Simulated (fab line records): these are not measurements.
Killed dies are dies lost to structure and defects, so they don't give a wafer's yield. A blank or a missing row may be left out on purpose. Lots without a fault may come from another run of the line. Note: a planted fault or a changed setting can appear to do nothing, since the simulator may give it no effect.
A struck lot beside a sound one | flow sky130 | 15 steps out of a route of 708
Sound: these wafers, L765.2, L765.4, L765.6. Struck: wafers L770.4, L770.5, L770.6. The cause is named last.
Order at every step that has rows: each side's tool, ch and its chambers, its first start. Under that, the readings that differ: sound wafers | struck wafers | difference of the means | sigmas: that difference in standard deviations of wafers without a fault.
alike: readings with means less than 2 such deviations apart, plus words and numbers identical on both sides. not compared: withheld readings, readings lacking a value on some wafer, bounds such as >300 that could conceal the same value, and numbers that have no deviation in the record and whose values overlap.
The two part at a step that has a row with sigmas, a row that says differs or no value, or rows on one side only. Numbers that have no deviation but don't overlap get no sigmas and don't part them. A reading that every wafer of one side lacks parts them only if that side has two wafers or more.

first, 7 steps without rows for these wafers: SKY_LDD_N_DEHYDRATE_00 (time 60 s); SKY_LDD_N_HMDS_01 (prime time 60 s); SKY_LDD_N_COAT_02 (resist thk 300 nm); SKY_LDD_N_SOFTBAKE_03 (time 60 s); SKY_LDD_N_EXPOSE_04 (exposes mask NTM, target cd 840 nm); SKY_LDD_N_PEB_05; SKY_LDD_N_DEVELOP_06 (develop time 60 s).
SKY_LDD_N_OVL_MEAS_07:
  sound: overlay-02 at day 20 14:32; struck: overlay-01 at day 23 12:22
  alike: LDD_N_OVL
then, 4 steps without rows for these wafers: SKY_LDD_N_IMPLANT_08; SKY_LDD_N_IMPLANT_09; SKY_LDD_N_IMPLANT_10; SKY_LDD_N_IMPLANT_11.
SKY_LDD_N_IMPLANT_12:
  sound on implanter-02 ch 0, day 20 15:11; struck on implanter-04 ch 0, day 23 13:03
  reading                   | sound             | struck            | difference | sigmas
  implant ion amu           | 49 49 49          | 11 11 11          | -38        |
  model.implant.rp nm (nm)  | 32.89 32.89 32.89 | 138.3 138.3 138.3 | +105.4     |
  model.implant.drp nm (nm) | 18.83 18.83 18.83 | 60.76 60.76 60.76 | +41.93     |
  alike: faraday current uA
then, 1 step without rows for these wafers: SKY_LDD_N_IMPLANT_13.
-- record jumps: 26 days separate the struck wafers' starts on either side; left off in module LDD_N, taken up again in module PAD_OPEN, whose first shown step is the route's number 708 --
SKY_PAD_OPEN_PROBE_99:
  sound: prober-01 at day 47 13:21; struck: prober-02 at day 49 11:19
  reading                                          | sound                | struck               | difference | sigmas
  model.etest.tip p.rs ohm sq                      | 6884 6941 6903       | 6568 6585 6535       | -347       |
  model.etest.tip sonos.rs ohm sq                  | 2613 2621 2606       | 2766 2830 2817       | +191       |
  model.etest.tip_p_5v.rs ohm sq                   | 2881 2869 2894       | 2803 2800 2797       | -81        |
  model.etest.tip_n_5v.rs ohm sq                   | 1402 1392 1399       | 1409 1407 1410       | +11        |
  model.etest.diode ndiff pwell.leak log10 a cm2   | -7.29 -7.022 -7.488  | -6.404 -6.331 -6.4   | +0.888     |
  model.etest.diode ndiff fingers.leak log10 a cm2 | -6.722 -6.577 -6.845 | -6.244 -6.139 -6.143 | +0.539     |
  model.etest.nfet_01v8.off log10 a um             | -13.37 -13.41 -13.43 | -13.01 -12.85 -13.11 | +0.41      |
  alike: killed_at_M0_to_M3, killed_at_M4_up, killed at contacts, killed at front end, killed at other, killed dies, killed open, killed short
  not compared: model.etest.tip n.rs ohm sq

WHERE THEY PART
Nowhere in this record.

WHY: what the simulator had put in
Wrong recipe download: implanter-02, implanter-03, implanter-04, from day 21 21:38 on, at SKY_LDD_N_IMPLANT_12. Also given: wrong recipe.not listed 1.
